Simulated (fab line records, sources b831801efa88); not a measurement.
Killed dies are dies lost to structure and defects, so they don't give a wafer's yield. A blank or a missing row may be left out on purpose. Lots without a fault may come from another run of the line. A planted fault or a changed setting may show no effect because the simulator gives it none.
One fault seen from 2 desks | flow sky130 | each desk has only its own numbers; what lay behind them comes last

THE METROLOGY DESK
What the gauges read, lot by lot, whatever tool the lot ran on: means of the sampled wafers that have a number. A lot is out of limits, marked OUT, if its mean lies more than 4 standard deviations from the usual mean; the brackets give that distance.
Columns: A = VIA1_W_RS at SKY_VIA1_RS_MEAS_22, usual 0.428 ohm/sq
lot  | first seen here | A
L732 | day 34 07:29    | 0.423
L734 | day 34 17:13    | 0.426
L736 | day 35 10:33    | 0.424
L738 | day 36 06:45    | 0.432
L739 | day 36 15:04    | 0.432
L740 | day 36 16:44    | 0.425
L741 | day 36 21:29    | 0.423
L742 | day 37 16:10    | 0.436
L745 | day 38 13:39    | 0.438
L746 | day 38 17:10    | 0.423
L753 | day 40 13:02    | 0.423
L754 | day 40 20:55    | 0.435
L755 | day 41 05:25    | 0.431
This desk's finding: nothing out of limits on any of the 13 lots.

THE TOOL OWNER'S DESK: wet_bench-02
The tool's own readings at SKY_GATE_OXIDE_CLEAN_00 (cleans in SC1/SC2, time 150 s): means of the sampled wafers that have a number, for each lot that ran on this tool. A lot is out of limits, marked OUT, if its mean lies more than 4 standard deviations from the usual mean; the brackets give that distance.
Columns: A = bath_heat_duty_pct at SKY_GATE_OXIDE_CLEAN_00, usual 13.9 %; B = run_length_s at SKY_GATE_OXIDE_CLEAN_00, usual 176.3 s
lot  | first seen here | A    | B
L732 | day 13 01:44    | 12.5 | 177.6
L736 | day 14 02:07    | 13.9 | 182.3
L740 | day 15 10:19    | 13.0 | 175.0
L745 | day 17 09:47    | 14.7 | 101.4 (-26) OUT
L746 | day 17 13:24    | 13.3 | 100.0 (-26) OUT
L753 | day 19 23:10    | 12.5 | 179.0
L755 | day 20 15:30    | 14.9 | 175.9
This desk's finding: out of limits on L745, L746; first on L745, day 17 09:47 (run_length_s at SKY_GATE_OXIDE_CLEAN_00). In limits: L732, L736, L740, L753, L755.

PUT TOGETHER
The tool owner's desk could have raised an alarm at day 17 09:47, on L745, L746.
The metrology desk saw nothing out of limits.
The metrology desk has L745, L746 on record, within its limits.
Of the lots named, all ran SKY_GATE_OXIDE_CLEAN_00 on wet_bench-02.

WHAT THE SIMULATOR HAD PUT IN
Process parameter drift: wet_bench-02, from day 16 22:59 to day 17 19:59, at SKY_GATE_OXIDE_CLEAN_00. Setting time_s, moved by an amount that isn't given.
Lots struck among those shown: L745, L746.
Hours from the fault's start to each desk's first reading out of limits: the tool owner's desk, 11.
